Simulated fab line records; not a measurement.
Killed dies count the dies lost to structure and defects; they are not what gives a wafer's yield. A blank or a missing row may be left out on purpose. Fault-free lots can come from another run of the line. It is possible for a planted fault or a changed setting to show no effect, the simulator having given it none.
Struck lot and sound lot, side by side	flow sky130	14 out of 708 route steps
Sound: these wafers, L222.2, L222.3, L222.6. Struck: wafers L226.2, L226.3, L226.6. The cause is named last.
Order at every step that has rows: each side's tool, ch and its chambers, its first start. Under that, the readings that differ: sound wafers	struck wafers	difference of the means	sigmas: that difference in standard deviations of wafers without a fault.
alike: a reading whose means differ by less than 2 such deviations, as well as words and numbers matching on both sides. not compared: withheld readings; readings where some wafer has no value; bounds like >300 that might hide an equal value; numbers whose values overlap and for which the record gives no deviation.
A row with sigmas, a row that says differs or no value, or rows on one side alone: a step with any of these is where the two part. Numbers that have no deviation but don't overlap get no sigmas and don't part them. A reading missing from all wafers of one side parts the sides only when that side holds two or more wafers.

first, 1 step without rows for these wafers: SKY_PWDE_IMPLANT_08.
SKY_PWDE_STRIP_09: strips in O2/N2.
  sound on plasmaAsher-04 ch 1, day 5 19:02; struck on plasmaAsher-04 ch 1, day 6 18:17
  alike: drypumpMotorCurrentA, n2FlowSccm, o2FlowSccm, oesProductAu, stripTimeToEndpointS
  not compared: rfHoursCounterH
SKY_PWDE_TW_MEAS_10:
  sound on filmMetro-02, day 5 19:09; struck on filmMetro-02, day 6 18:23
  alike: PWDE_TW
then, 7 steps without rows for these wafers: SKY_NWELL_DEHYDRATE_03 (time 60 s); SKY_NWELL_HMDS_04 (prime time 60 s); SKY_NWELL_COAT_05 (resist thk 3000 nm); SKY_NWELL_SOFTBAKE_06; SKY_NWELL_EXPOSE_07 (exposes mask NWM, target cd 840 nm); SKY_NWELL_PEB_08; SKY_NWELL_DEVELOP_09 (develop time 62.97 s).
SKY_NWELL_OVL_MEAS_10:
  sound on overlay-02, day 6 13:33; struck on overlay-01, day 7 13:24
  alike: NWELL_00_OVL
following that, these wafers have no rows for 1 step: SKY_NWELL_IMPLANT_11.
SKY_NWELL_IMPLANT_12:
  sound on implanter-02 ch 0, day 6 13:46; struck on implanter-02 ch 0, day 7 13:37
reading	sound	struck	difference	sigmas
doseIonsCm2	1.2977e+12 1.2991e+12 1.3007e+12	1.2522e+12 1.255e+12 1.2531e+12	-4.5733e+10	-33
  alike: beamEnergyKeV, endStationPressureTorr, faradayCurrentUA
following that, these wafers have no rows for 1 step: SKY_NWELL_IMPLANT_13.

== WHERE THEY PART ==
Within this record, at SKY_NWELL_IMPLANT_12 only.

WHY: the cause the simulator had injected
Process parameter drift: implanter-02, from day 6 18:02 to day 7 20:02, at SKY_NWELL_IMPLANT_12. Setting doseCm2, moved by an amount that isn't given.
